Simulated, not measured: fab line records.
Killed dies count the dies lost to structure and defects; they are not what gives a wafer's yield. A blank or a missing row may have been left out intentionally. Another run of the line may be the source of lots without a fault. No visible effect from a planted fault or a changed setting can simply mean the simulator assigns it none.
8D (eight disciplines) problem report, filled in by code / flow sky130 / the parts of the form that need people (team, actions taken, sign-off) are left out

1. THE PROBLEM
SKY_CAP2M_METAL_ETCH_13, rfFwdPowerW: mean 1038 W over 1 wafer from 1 lot; wafers with no fault: 894 W, standard deviation 3.2. That puts it +45 standard deviations away from the usual mean.
The step: etches TiN in Cl2/BCl3, stops on SiO2, target depth 220 nm, time 62.9 s.
Seen first at day 45 22:54 on rieMetal-01, wafer L283.4. The record holds 27 wafers of 9 lots with a number at this step. By rule, "out" or "out of limits" means more than 4 standard deviations away from the usual mean. Any other wafer with a number is counted as sound.

2. WHAT IT IS; WHAT IT IS NOT
question=which readings at this step | is=rfFwdPowerW | is not=drypumpMotorCurrentA, oesProductAu, throttleValvePct
question=which lots | is=L283 | is not=L268, L270, L271, L273, L275, L277, L286, L288
question=which wafers of those lots | is=L283.4 | is not=L283.2, L283.5
question=read on which tools | is=rieMetal-01 | is not=rieMetal-02, rieMetal-04
question=when | is=from day 45 22:54 | is not=up to then (20 sound wafers); but 6 sound wafers of L286, L288 came after

3. SUSPECTS, AND WHAT RULES EACH OUT
Counting: a tool at a process step up to the reading stays a suspect if it ran every lot that is out. Sound lots after the first of them don't rule it out here, since some wafers of a struck lot are sound.
- rieMetal-03 at SKY_METAL3_METAL_ETCH_18 (etches the open film in Cl2/BCl3, stops on SiO2, target depth 845 nm, time 183.1 s): kept. The lot that is out, L283, ran on it at day 43 23:36; the last sound lot it ran before that was L271, at day 40 07:50.
- plasmaAsher-01 at SKY_METAL3_STRIP_19 (strips in O2/N2): kept. The lot that is out, L283, ran on it at day 43 23:46; the last sound lot it ran before that was L273, at day 41 07:16.
- rieMetal-01 at SKY_CAP2M_METAL_ETCH_13 (etches TiN in Cl2/BCl3, stops on SiO2, target depth 220 nm, time 62.9 s): kept. The lot that is out, L283, ran on it at day 45 22:54; the last sound lot it ran before that was L277, at day 44 07:54. Its own rfFwdPowerW readings are out on those wafers.
- Within rieMetal-01 at SKY_CAP2M_METAL_ETCH_13: the wafers that are out ran in chamber 0; their sound lot-mates ran in chamber 1.
The count leaves rieMetal-03 at SKY_METAL3_METAL_ETCH_18, plasmaAsher-01 at SKY_METAL3_STRIP_19, and rieMetal-01 at SKY_CAP2M_METAL_ETCH_13.

4. THE CAUSE (what the simulator had put in)
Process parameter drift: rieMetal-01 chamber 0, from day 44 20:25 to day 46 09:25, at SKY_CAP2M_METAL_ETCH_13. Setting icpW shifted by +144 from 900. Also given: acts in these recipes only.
Counting leaves 3 suspects; this tool is one of them.

5. THE CHAIN OF EFFECTS, in route order
Each row: a reading where the mean over the struck wafers with a number is more than 3 standard deviations away from the usual. Only readings for which the record gives a usual standard deviation are gone through. hours: the time from each lot's start at the first step in this table that gives one to its start at this step, as a median over the lots. sigmas: the change in usual standard deviations.
hours=0; step=SKY_CAP2M_METAL_ETCH_13; reading=rfFwdPowerW; usual=894 W; on struck wafers=1038; change=+144; sigmas=+45
hours=0; step=SKY_CAP2M_STRIP_14; reading=stripTimeToEndpointS; usual=12.65 s; on struck wafers=12.44; change=-0.21; sigmas=-4.7
hours=21; step=SKY_METAL4_ETCH_17; reading=oesProductAu; usual=0.755 a.u.; on struck wafers=0.694; change=-0.061; sigmas=-8.8
Its process steps:
- SKY_CAP2M_METAL_ETCH_13: etches TiN in Cl2/BCl3, stops on SiO2, target depth 220 nm, time 62.9 s.
- SKY_CAP2M_STRIP_14: strips in O2/N2.
- SKY_METAL4_ETCH_17: etches SiO2 in C4F8/O2/Ar, stops on TiN, time 3.9 s, target depth 15 nm.

6. WHAT WOULD HAVE CAUGHT IT SOONER
The fault began at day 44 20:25; the first out-of-limits reading in this record came at day 45 22:54, 26 hours later.
